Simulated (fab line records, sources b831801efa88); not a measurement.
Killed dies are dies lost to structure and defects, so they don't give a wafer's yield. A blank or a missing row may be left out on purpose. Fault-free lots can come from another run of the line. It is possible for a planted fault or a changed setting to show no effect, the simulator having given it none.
The tool behind it: which one? -- flow gf180mcu -- Sampling: 12 lots, 36 wafers, 3 of 602 route steps

WHAT THE GAUGES READ, wafer by wafer
GF_SAB_OVL_MEAS_10.
lot,measured,on,SAB_OVL (nm)
L927,day 15 18:55,overlay-02,0.2 0.4 -1.5
L928,day 16 05:32,overlay-01,-0.3 -2.1 -3.0
L929,day 16 06:53,overlay-02,-1.2 -0.6 0.1
L931,day 17 08:43,overlay-01,1.8 1.5 0.7
L936,day 18 22:26,overlay-02,0.4 1.1 -1.3
L937,day 19 04:55,overlay-01,-0.8 -1.0 -0.8
L938,day 19 12:10,overlay-02,-1.9 0.0 0.1
L940,day 20 05:56,overlay-02,-0.5 0.4 -0.2
L943,day 21 12:55,overlay-02,0.2 -0.2 0.5
L945,day 22 02:37,overlay-02,0.9 2.1 1.0
L949,day 23 12:15,overlay-02,-1.3 -2.0 1.3
L950,day 23 20:28,overlay-02,2.5 2.5 2.9

GF_CONTACT_CD_MEAS_14: target cd 220 nm.
lot,measured,on,cd_nm (nm)
L927,day 16 19:21,cd_sem-02,222.7 221.7 221.9
L928,day 17 06:54,cd_sem-01,217.3 218.6 218.3
L929,day 17 07:32,cd_sem-02,218.4 219.1 218.4
L931,day 18 10:11,cd_sem-02,219.7 220.1 220.8
L936,day 20 00:59,cd_sem-01,219.2 220.7 219.4
L937,day 20 07:07,cd_sem-01,210.7 208.8 220.4
L938,day 20 14:41,cd_sem-02,220.0 219.8 220.0
L940,day 21 08:05,cd_sem-01,220.9 209.0 220.0
L943,day 22 14:12,cd_sem-02,219.1 219.4 220.3
L945,day 23 03:48,cd_sem-02,220.8 221.3 221.3
L949,day 24 12:40,cd_sem-01,222.0 222.5 222.5
L950,day 24 20:59,cd_sem-02,218.5 218.4 219.1

WHICH TOOL RAN EACH LOT (tool, then ch and the chambers of the sampled wafers, then the start)
lot,GF_CONTACT_EXPOSE_11
L927,"krf_scanner-02 ch 0, day 16 07:41"
L928,"krf_scanner-02 ch 0, day 16 18:59"
L929,"krf_scanner-02 ch 0, day 16 20:15"
L931,"krf_scanner-02 ch 0, day 17 22:14"
L936,"krf_scanner-01 ch 0, day 19 12:20"
L937,"krf_scanner-02 ch 0, day 19 19:19"
L938,"krf_scanner-01 ch 0, day 20 02:17"
L940,"krf_scanner-02 ch 0, day 20 20:17"
L943,"krf_scanner-01 ch 0, day 22 02:53"
L945,"krf_scanner-01 ch 0, day 22 16:22"
L949,"krf_scanner-01 ch 0, day 24 02:19"
L950,"krf_scanner-01 ch 0, day 24 09:16"
- GF_CONTACT_EXPOSE_11: exposes mask Contact, target cd 220 nm.

WHAT THE TOOLS THEMSELVES READ (means of the sampled wafers that have a number; where no wafer has one, the mark that the record gives instead)
GF_CONTACT_EXPOSE_11.
lot,tool,exposure_dose_mJ_cm2,focus_offset_nm (nm)
L927,krf_scanner-02,37.92,-0.3
L928,krf_scanner-02,37.93,-0.9
L929,krf_scanner-02,37.97,0.3
L931,krf_scanner-02,38.00,-0.2
L936,krf_scanner-01,37.99,-0.1
L937,krf_scanner-02,37.94,-0.3
L938,krf_scanner-01,37.92,0.2
L940,krf_scanner-02,37.99,-0.1
L943,krf_scanner-01,38.00,-0.3
L945,krf_scanner-01,38.01,-0.3
L949,krf_scanner-01,38.02,-0.4
L950,krf_scanner-01,37.97,0.2

THE ANSWER, worked out from the rows above alone
Rule: usual is defined by the lots themselves. Put in order of their means at a reading, lots are off if they are a third of the lots or fewer, leave a main group of 4 or more, and stand apart from it by a gap of 3 or more times the standard deviation of the main group's means; of several such gaps the widest counts. If all means in a main group match to the digits the tables above print for the reading, that group is not used. A lot without any number at a reading at which 4 lots or more have one is off too. Where the step has rows for the other lots, those lots are counted as sound. The gauges are gone through in route order, then the tools' own readings, and for those a lot's mean is taken as printed above. At the first step where some lot is off, the reading lying furthest off is the one used; lots without a number count as furthest.
No lot is off on any of the readings shown, so nothing can be concluded from this.

WHAT HAD BEEN PUT IN BY THE SIMULATOR
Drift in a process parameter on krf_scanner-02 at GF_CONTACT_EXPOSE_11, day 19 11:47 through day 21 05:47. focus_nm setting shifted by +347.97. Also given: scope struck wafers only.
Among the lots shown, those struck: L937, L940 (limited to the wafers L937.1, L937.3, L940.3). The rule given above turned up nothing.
